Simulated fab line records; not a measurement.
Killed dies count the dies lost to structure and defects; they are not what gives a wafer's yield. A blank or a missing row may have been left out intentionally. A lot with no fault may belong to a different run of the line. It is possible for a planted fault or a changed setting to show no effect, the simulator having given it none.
fab line records | flow gf180mcu | part 2 of 2: steps 27 to 35 of 35
[record] lots = 5 wafers = 15 last_day = 34
route steps=602 shown V3@429 M4@456
lots that met no fault: from a run of the same line without faults
start_h: hours from the record's opening day to when the first of the lot's shown wafers began | wait_h: time in hours since the lot's previous step | " identical to the entry in the row above | L1.1+2: one row covering several wafers at once | - no value, or no start was given | * or withheld: withheld | < > ~ a bound
route shown NAME@n: names a module that has steps shown in the file, with the first one's number in the route | usual: mean/standard deviation of fault-free wafers | same: alike in all rows | chamber/n: place in a boat | sites: the reading at each site | _std_site: standard deviation across them | _edge_site: mean of outer sites minus mean of inner sites | radius_mm: for every site, how far away it sits from the centre of the wafer | mask NAME#n: copy n | behind: the last tool/chamber to shape the wafer | hold: why the lot went on hold/how many hours it stayed there/how the hold came to an end | device: transistor that didn't switch, given as n, p or np | end of line: tests run on the same wafers once the route is complete | where a step has no rows: the recipe by itself | killed: not the wafer's yield, but the dies lost to structure and defects at the first sort | map: a wafer's dies, x killed, . not, _ none there
set.NAME: the setting the step ran with; set.NAME@STEP: the setting that earlier step ran with | model.NAME: the simulator's own value behind a step, which no gauge read
certain route steps with their lots: each step a table, each wafer a row
services: when a tool's chamber went out of use (start_h, in hours from the record's first day, below 0 if earlier), for how many hours, and the reason
[[steps]]
[step GF_V3_CMP_26]
[recipe] stop_on = SiO2 down_force_psi = 3.5 platen_rpm = 60 t_overpolish_s = 15 target_thk_nm = 0 pad_velocity_m_s = 0.94248
[usual] motor_current_A = 11.2/1.5 overpolish_run_s = 15.001/0.0096 platen_rpm = 60.00/0.034 time_to_endpoint_s = 83/4.1
// columns lot.wafer tool chamber start_h wait_h motor_current_A overpolish_run_s platen_rpm time_to_endpoint_s
L077.1 cmp-02 0 548.11 0.1 9.1 15.009 60.02 82
L077.4 " 1 " " 11.8 14.995 59.98 84
L077.2 " 2 " " 10.6 15.010 60.05 82
L079.2 cmp-01 2 565.76 0.0 10.5 14.981 59.99 89
L079.6 " 2 " " 10.5 14.992 60.00 85
L079.5 " 3 " " 11.4 14.986 59.98 92
L082.3 cmp-02 3 587.03 0.0 14.4 15.000 60.00 85
L082.4 " 1 " " 12.0 15.005 60.02 80
L082.5 " 3 " " 14.0 14.994 60.01 79
L087.2 cmp-02 0 618.54 0.1 9.8 14.996 60.01 78
L087.6 " 3 " " 14.2 14.999 60.02 81
L087.5 " 0 " " 9.9 15.003 60.03 76
L095.3 cmp-02 1 678.78 0.0 12.7 14.996 60.04 85
L095.2 " 3 " " 14.0 14.997 60.02 83
L095.5 " 1 " " 12.2 14.993 59.97 83
[step GF_M4_SPUTTER_00]
[recipe] material = Ti target_thk_nm = 37.5 arriving_ion_energy_ev = 80 substrate_temp_c = 200 chamber_pressure_pa = 2 power_w = 4000 time_s = 150
[usual] throttle_valve_pct = 29.3/1.2
// columns lot.wafer tool chamber start_h wait_h throttle_valve_pct
L077.1 pvd_sputter-02 - 548.41 0.2 29.6
L077.2 " - " " 28.2
L077.4 " - " " 29.7
L079.2 pvd_sputter-02 - 566.06 0.2 28.4
L079.5 " - " " 28.6
L079.6 " - " " 28.1
L082.3 pvd_sputter-02 - 587.33 0.2 29.6
L082.4 " - " " 29.6
L082.5 " - " " 28.2
L087.2 pvd_sputter-01 - 618.79 0.2 27.5
L087.5 " - " " 31.3
L087.6 " - " " 30.4
L095.2 pvd_sputter-04 - 679.08 0.1 28.4
L095.3 " - " " 29.5
L095.5 " - " " 28.4
[step GF_M4_SPUTTER_01]
[recipe] material = TiN target_thk_nm = 30 power_w = 6500 time_s = 25 chamber_pressure_pa = 0.4
[usual] throttle_valve_pct = 29.3/1.2
// columns lot.wafer tool chamber start_h wait_h throttle_valve_pct
L077.1 pvd_sputter-02 - 548.51 0.1 29.4
L077.2 " - " " 28.3
L077.4 " - " " 29.8
L079.2 pvd_sputter-02 - 566.16 0.1 28.2
L079.5 " - " " 28.4
L079.6 " - " " 28.5
L082.3 pvd_sputter-02 - 587.43 0.1 29.4
L082.4 " - " " 29.4
L082.5 " - " " 28.6
L087.2 pvd_sputter-01 - 618.89 0.1 27.4
L087.5 " - " " 31.3
L087.6 " - " " 30.1
L095.2 pvd_sputter-04 - 679.18 0.1 28.6
L095.3 " - " " 29.9
L095.5 " - " " 28.4
[step GF_M4_SPUTTER_02]
[recipe] material = AlCu target_thk_nm = 450 power_w = 10600 time_s = 23.9 chamber_pressure_pa = 0.4
[usual] throttle_valve_pct = 29.3/1.2
// columns lot.wafer tool chamber start_h wait_h throttle_valve_pct
L077.1 pvd_sputter-02 - 548.54 0.0 29.8
L077.2 " - " " 28.4
L077.4 " - " " 30.2
L079.2 pvd_sputter-02 - 566.19 0.0 28.3
L079.5 " - " " 28.5
L079.6 " - " " 28.5
L082.3 pvd_sputter-02 - 587.46 0.0 29.6
L082.4 " - " " 29.5
L082.5 " - " " 28.4
L087.2 pvd_sputter-01 - 618.92 0.0 27.6
L087.5 " - " " 31.2
L087.6 " - " " 30.0
L095.2 pvd_sputter-04 - 679.21 0.0 28.7
L095.3 " - " " 29.6
L095.5 " - " " 28.6
[step GF_M4_SPUTTER_03]
[recipe] material = Ti target_thk_nm = 10 substrate_temp_c = 300 chamber_pressure_pa = 0.3 power_w = 3000 time_s = 6.7
[usual] throttle_valve_pct = 29.3/1.2
// columns lot.wafer tool chamber start_h wait_h throttle_valve_pct
L077.1 pvd_sputter-02 - 548.57 0.0 29.3
L077.2 " - " " 28.2
L077.4 " - " " 29.8
L079.2 pvd_sputter-02 - 566.22 0.0 28.1
L079.5 " - " " 28.3
L079.6 " - " " 28.2
L082.3 pvd_sputter-02 - 587.49 0.0 29.2
L082.4 " - " " 29.8
L082.5 " - " " 28.3
L087.2 pvd_sputter-01 - 618.95 0.0 27.4
L087.5 " - " " 31.5
L087.6 " - " " 30.4
L095.2 pvd_sputter-04 - 679.24 0.0 28.4
L095.3 " - " " 30.0
L095.5 " - " " 28.6
[step GF_M4_SPUTTER_04]
[recipe] material = TiN target_thk_nm = 50 power_w = 6500 time_s = 41.7 chamber_pressure_pa = 0.4
[usual] throttle_valve_pct = 29.3/1.2
// columns lot.wafer tool chamber start_h wait_h throttle_valve_pct
L077.1 pvd_sputter-02 - 548.59 0.0 29.5
L077.2 " - " " 28.5
L077.4 " - " " 29.6
L079.2 pvd_sputter-02 - 566.24 0.0 28.5
L079.5 " - " " 28.1
L079.6 " - " " 28.3
L082.3 pvd_sputter-02 - 587.51 0.0 29.5
L082.4 " - " " 29.6
L082.5 " - " " 28.3
L087.2 pvd_sputter-01 - 618.97 0.0 27.5
L087.5 " - " " 31.5
L087.6 " - " " 30.0
L095.2 pvd_sputter-04 - 679.26 0.0 28.6
L095.3 " - " " 29.7
L095.5 " - " " 28.5
[step GF_M4_RS_MEAS_05]
[recipe] thk_meas_gauge = four-point-probe reads = TiN_of_M4_SPUTTER_04+Ti_of_M4_SPUTTER_03+AlCu_of_M4_SPUTTER_02+TiN_of_M4_SPUTTER_01+Ti_of_M4_SPUTTER_00
[usual] M4_ALCU_RS = 0.0698/0.00082
// columns lot.wafer tool chamber start_h wait_h M4_ALCU_RS[ohm/sq]
L077.1 film_metro-01 - 548.63 0.0 0.0707
L077.2 " - " " 0.0700
L077.4 " - " " 0.0699
L079.2 film_metro-01 - 566.30 0.0 0.0697
L079.5 " - " " 0.0703
L079.6 " - " " 0.0694
L082.3 film_metro-03 - 587.59 0.1 0.0704
L082.4 " - " " 0.0703
L082.5 " - " " 0.0694
L087.2 film_metro-01 - 619.03 0.0 0.0701
L087.5 " - " " 0.0696
L087.6 " - " " 0.0693
L095.2 film_metro-02 - 679.32 0.0 0.0691
L095.3 " - " " 0.0692
L095.5 " - " " 0.0691
[step GF_M4_THK_MEAS_06]
[recipe] thk_meas_gauge = xrf reads = AlCu_of_M4_SPUTTER_02
[usual] M4_ALCU_THK = 443/5.3
// columns lot.wafer tool chamber start_h wait_h M4_ALCU_THK[nm]
L077.1 film_metro-01 - 548.75 0.1 438
L077.2 " - " " 446
L077.4 " - " " 442
L079.2 film_metro-01 - 566.41 0.1 444
L079.5 " - " " 439
L079.6 " - " " 443
L082.3 film_metro-03 - 587.69 0.1 437
L082.4 " - " " 437
L082.5 " - " " 446
L087.2 film_metro-01 - 619.14 0.1 441
L087.5 " - " " 441
L087.6 " - " " 447
L095.2 film_metro-02 - 679.43 0.1 442
L095.3 " - " " 444
L095.5 " - " " 444
[step GF_M4_DEHYDRATE_07]
[recipe] temp_c = 200 time_s = 60
[usual] chill_plate_temp_C = 23.00/0.11
// columns lot.wafer tool chamber start_h wait_h chill_plate_temp_C
L077.1 litho_track-01 0 558.89 10.1 23.14
L077.2 " 0 " " 22.95
L077.4 " 0 " " 23.21
L079.2 litho_track-01 0 576.41 10.0 22.96
L079.5 " 0 " " 23.07
L079.6 " 0 " " 22.97
L082.3 litho_track-04 0 597.30 9.6 23.00
L082.4 " 0 " " 23.04
L082.5 " 0 " " 23.04
L087.2 litho_track-04 0 629.13 10.0 22.91
L087.5 " 0 " " 22.97
L087.6 " 0 " " 23.18
L095.2 litho_track-04 0 687.68 8.2 23.07
L095.3 " 0 " " 23.08
L095.5 " 0 " " 22.98
[[services]]
// columns tool chamber start_h hours kind
cmp-01 - 504.08 1.3 repair
rie_diel-04 0 549.43 47.2 repair
cmp-01 - 551.52 0.3 repair
rie_diel-02 - 556.24 0.5 repair
cmp-02 - 562.48 0.5 repair
pvd_sputter-02 - 562.65 1.2 repair
pvd_sputter-02 - 567.83 1.2 repair
cmp-01 - 572.10 4.0 pm
rie_diel-04 2 574.60 6.7 repair
rie_diel-04 3 577.78 6.5 repair
plasma_asher-03 - 606.01 0.4 repair
pvd_sputter-04 - 615.78 2.1 repair
plasma_asher-03 - 617.02 3.2 repair
rie_diel-04 - 622.27 1.0 repair
rie_diel-04 1 626.24 4.4 repair
cmp-02 - 629.14 3.6 pm
rie_diel-04 - 629.47 0.5 repair
rie_diel-04 - 634.21 0.1 repair
rie_diel-04 2 637.06 2.9 repair
pvd_sputter-04 - 645.37 5.0 repair
cmp-01 - 651.35 3.4 pm
cmp-02 - 654.78 7.9 pm
cmp-01 - 673.11 0.6 repair
cmp-02 - 674.58 0.3 repair
